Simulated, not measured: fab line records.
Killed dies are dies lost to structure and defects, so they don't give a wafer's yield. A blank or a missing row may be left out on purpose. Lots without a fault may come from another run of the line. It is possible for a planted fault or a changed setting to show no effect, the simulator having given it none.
One fault through the eyes of 2 desks	flow gf180mcu	each desk holds nothing but its own numbers, with what lay behind them at the end

## DESK OF THE TOOL OWNER: lpcvd-02
The tool's own readings at GF_STI_CVD_03 (deposits Si3N4 from DCS/NH3, target thk 207.16 nm, time 3551 s): means of the sampled wafers that have a number, for each lot that ran on this tool. Marked OUT: a lot whose mean sits more than 4 standard deviations from the usual mean, which makes it out of limits; the brackets give that distance.
Columns: A = pressureMtorr at GF_STI_CVD_03, usual 250.1 mTorr
lot	first seen here	A
L520	day 2 02:35	249.4
L522	day 2 12:55	250.5
L523	day 2 17:44	250.0
L524	day 2 22:34	249.2
L525	day 3 03:34	250.0
L531	day 4 09:57	300.3 (+99 or more) OUT
L533	day 4 19:34	300.3 (+99 or more) OUT
This desk finds L531, L533 out of limits, L531 being first, at day 4 09:57 (pressureMtorr at GF_STI_CVD_03). L520, L522, L523, L524, L525: within limits.

## THE METROLOGY DESK
Means of the sampled wafers that have a number, per lot and without regard to the tool the lot ran on: this is what the gauges read. Marked OUT: a lot whose mean sits more than 4 standard deviations from the usual mean, which makes it out of limits; the brackets give that distance.
Columns: A = STI_CVD_03_THK at GF_STI_THK_MEAS_04, usual 206.9 nm; B = LVPWELL_OVL at GF_LVPWELL_OVL_MEAS_07, usual -1.0 nm; C = VT_IMPLANT_2_TW at GF_VT_IMPLANT_TW_MEAS_21, usual 1212; D = VT_IMPLANT_4_TW at GF_VT_IMPLANT_TW_MEAS_43, usual 689
lot	first seen here	A	B	C	D
L517	day 1 13:59	206.1	-0.8	1215	691
L518	day 1 18:44	210.1	-1.4	1203	691
L519	day 2 00:08	205.4	0.9	1208	695
L520	day 2 04:34	206.8	-1.1	1207	694
L521	day 2 10:29	205.3	-2.3	1199	692
L522	day 2 15:55	209.0	-1.1	1215	690
L523	day 2 19:43	206.3	-1.0	1216	693
L524	day 3 00:35	207.1	-0.2	1217	688
L525	day 3 05:34	207.1	-2.2	1215	693
L526	day 3 11:23	207.7	-0.3	1217	685
L531	day 4 11:56	219.4 (+6.6) OUT	0.2	1216	685
L533	day 4 21:34	217.4 (+5.5) OUT	0.6	1207	692
This desk finds L531, L533 out of limits, with the earliest case on L531 at day 4 11:56 (STI_CVD_03_THK at GF_STI_THK_MEAS_04). L517, L518, L519, L520, L521, L522, L523, L524, L525, L526: within limits.

## ALL TOGETHER
The tool owner's desk had the chance to raise an alarm at day 4 09:57 on L531, L533.
Metrology desk: alarm possible at day 4 11:56 on L531, L533.
Every lot named ran GF_STI_CVD_03 on lpcvd-02.

## WHAT WAS PUT IN BY THE SIMULATOR
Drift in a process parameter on lpcvd-02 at GF_STI_CVD_03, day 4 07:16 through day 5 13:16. Setting pressureMtorr shifted by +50 from 250. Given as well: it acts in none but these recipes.
Lots struck among those shown: L531, L533.
Delay (hours) between the fault's onset and each desk's first out-of-limits reading: 3 at the tool owner's desk, 5 at the metrology desk.
